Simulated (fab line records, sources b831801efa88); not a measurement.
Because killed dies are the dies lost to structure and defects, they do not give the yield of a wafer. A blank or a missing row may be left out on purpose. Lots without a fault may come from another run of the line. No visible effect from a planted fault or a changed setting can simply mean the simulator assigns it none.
2 desks, one fault + flow gf180mcu + each desk holds nothing but its own numbers, with what lay behind them at the end

## FROM THE METROLOGY DESK
What the gauges read, lot by lot, whatever tool the lot ran on: means of the sampled wafers that have a number. The brackets show how far a lot's mean lies from the usual mean; more than 4 standard deviations puts the lot out of limits, marked OUT.
Columns: A = M4_ALCU_THK at GF_M4_THK_MEAS_06, usual 459 nm; B = cd-nm at GF_M4_CD_MEAS_14, usual 280.2 nm; C = M4_OVL at GF_M4_OVL_MEAS_15, usual -2 nm
| lot  | first seen here | A   | B     | C  |
|------|-----------------|-----|-------|----|
| L777 | day 24 09:50    | 450 | 279.1 | 4  |
| L778 | day 24 22:23    | 451 | 279.5 | -3 |
| L782 | day 26 16:36    | 458 | 280.2 | 4  |
| L790 | day 28 11:35    | 462 | 281.4 | -4 |
| L791 | day 28 21:00    | 459 | 279.1 | -3 |
| L793 | day 29 10:11    | 457 | 278.4 | -0 |
This desk's verdict: no lot among the 6 shows anything out of limits.

## DESK OF THE TOOL OWNER: wet-bench-03
The tool's own readings at GF_M4_STRIP_18 (strips in post etch residue remover, time 1200 s): means of the sampled wafers that have a number, for each lot that ran on this tool. The brackets show how far a lot's mean lies from the usual mean; more than 4 standard deviations puts the lot out of limits, marked OUT.
Columns: A = bath-guard-temp-C at GF_M4_STRIP_18, usual 72.4 C; B = bath-heat-duty-pct at GF_M4_STRIP_18, usual 14.2 %
| lot  | first seen here | A    | B    |
|------|-----------------|------|------|
| L791 | day 29 16:16    | 72.2 | 13.5 |
This desk's finding: nothing out of limits on the one lot.

## BROUGHT TOGETHER
Nothing out of limits was seen by the metrology desk.
Nothing out of limits was seen by the tool owner's desk.

## WHAT WAS PUT IN BY THE SIMULATOR
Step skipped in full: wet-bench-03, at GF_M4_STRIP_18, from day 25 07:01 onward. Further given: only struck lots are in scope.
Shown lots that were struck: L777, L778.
